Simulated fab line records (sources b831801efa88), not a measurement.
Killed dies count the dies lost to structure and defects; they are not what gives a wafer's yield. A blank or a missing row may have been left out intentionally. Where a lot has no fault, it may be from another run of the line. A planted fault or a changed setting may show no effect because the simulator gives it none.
Matching of chambers | flow sfq_line | 4 sister chambers for SFQ_TRILAYER_L0_VIA_ETCH_VIA_ETCH_016 on rie_diel-04
The step etches SiO2 in CHF3, stops on MoNx KI, target depth 80 nm. 14 wafers are shown with their chamber, then 7 later ones without.

## WAFERS WITH THEIR CHAMBER
wafer  | chamber | drypump_motor_current_A (A) | oes_product_au (a.u.)
L380.2 | 2       | 5.77                        | 0.850
L380.5 | 2       | 5.77                        | 0.862
L380.6 | 3       | 5.84                        | 0.846
L381.1 | 3       | 5.81                        | 0.836
L381.2 | 0       | 5.69                        | 0.837
L381.4 | 0       | 5.67                        | 0.841
L384.4 | 0       | 5.70                        | 0.835
L384.5 | 0       | 5.71                        | 0.842
L384.6 | 3       | 5.79                        | 0.837
L387.1 | 0       | 5.71                        | 0.845
L387.2 | 2       | 5.75                        | 0.838
L387.5 | 2       | 5.74                        | 0.852
L400.1 | 1       | 5.33                        | 0.848
L400.5 | 3       | 5.81                        | 0.849

SIGNATURES (averages over the wafers above)
reading                 | chamber 0 | chamber 1 | chamber 2 | chamber 3 | scatter within a chamber
drypump_motor_current_A | 5.6960    | 5.3300    | 5.7575    | 5.8125    | 0.0175
oes_product_au          | 0.84000   | 0.84800   | 0.85050   | 0.84200   | 0.00694
Rule: a wafer lies at a distance from a chamber equal to the root of the sum of squares, over the readings, of (its reading less the chamber's mean, divided by the reading's scatter). If the next closest chamber is less than 2 further off than the closest, the wafer can't be placed; otherwise it belongs to the closest. The scatter: take each reading less its chamber's mean, square it, sum over the shown wafers, divide by the number of wafers less the number of chambers, and take the root.

## WAFERS MISSING THEIR CHAMBER
wafer  | drypump_motor_current_A (A) | oes_product_au (a.u.)
L400.6 | 5.79                        | 0.840
L402.2 | 5.78                        | 0.840
L402.3 | 5.72                        | 0.839
L402.5 | 5.79                        | 0.843
L403.1 | 5.79                        | 0.842
L403.4 | 5.34                        | 0.843
L403.5 | 5.71                        | 0.840

## EACH ONE'S CHAMBER
wafer  | from the rows above     | in truth
L400.6 | can't be placed: 3 or 2 | 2
L402.2 | can't be placed: 3 or 2 | 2
L402.3 | can't be placed: 0 or 2 | 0
L402.5 | can't be placed: 3 or 2 | 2
L403.1 | can't be placed: 3 or 2 | 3
L403.4 | 1                       | 1
L403.5 | 0                       | 0
Correct placement for 2 of the 7. Can't be placed from these rows: 5 (the true chamber is among the candidates in 5). Placed wrongly: 0.
